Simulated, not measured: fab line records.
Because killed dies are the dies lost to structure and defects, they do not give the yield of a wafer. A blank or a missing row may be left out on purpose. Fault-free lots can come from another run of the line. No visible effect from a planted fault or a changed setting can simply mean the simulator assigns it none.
Which tool is to blame? ; flow sky130 ; 33 wafers sampled from 11 lots at 1 step of a route of 708

WHAT THE GAUGES READ, wafer by wafer
SKY_RES_XHIGH_TW_MEAS_09. Usual: for RES_XHIGH_TW the level is 1644 and the standard deviation is 15.
lot;measured;on;RES_XHIGH_TW;flag
L986;day 26 11:07;film metro-02;1648 1654 1656;
L987;day 26 17:44;film metro-01;1644 1650 1643;
L992;day 29 01:58;film metro-02;1657 1641 1649;
L994;day 29 12:35;film metro-01;1630 1630 1637;
L995;day 30 00:58;film metro-01;1637 1633 1636;
L998;day 30 17:43;film metro-01;1643 1639 1640;
L999;day 31 21:28;film metro-02;1663 1657 1652;
L106;day 33 08:23;film metro-02;1663 1662 1667;
L107;day 33 15:20;film metro-01;1639 1641 1639;
L108;day 34 08:07;film metro-02;1651 1644 1650;
L109;day 34 10:34;film metro-01;1631 1632 1630;

WHICH TOOL RAN EACH LOT (tool, then ch and the chambers of the sampled wafers, then the start)
There is no process step in the record ahead of these readings.

AS READ BY THE TOOLS THEMSELVES (means over the sampled wafers that have a number; for cases with no such wafer, the mark the record gives instead)
The record holds no such reading with a usual standard deviation.

THE ANSWER, worked out from the rows above alone
Rule: take the mean of a lot's wafers that have a number; if it is more than 3 standard deviations from the usual mean, the lot is off. Also off: a lot with no number at a reading for which 4 or more lots have one. Any other lot the step has rows for is counted as sound. Order of review: gauges by route order, followed by the tools' own readings, for which a lot's mean as printed above is used. At the first step where some lot is off, the reading lying furthest off is the one used; lots without a number count as furthest.
Nothing can be told from this: no lot is off at any reading shown.

WHAT THE SIMULATOR HAD PUT IN
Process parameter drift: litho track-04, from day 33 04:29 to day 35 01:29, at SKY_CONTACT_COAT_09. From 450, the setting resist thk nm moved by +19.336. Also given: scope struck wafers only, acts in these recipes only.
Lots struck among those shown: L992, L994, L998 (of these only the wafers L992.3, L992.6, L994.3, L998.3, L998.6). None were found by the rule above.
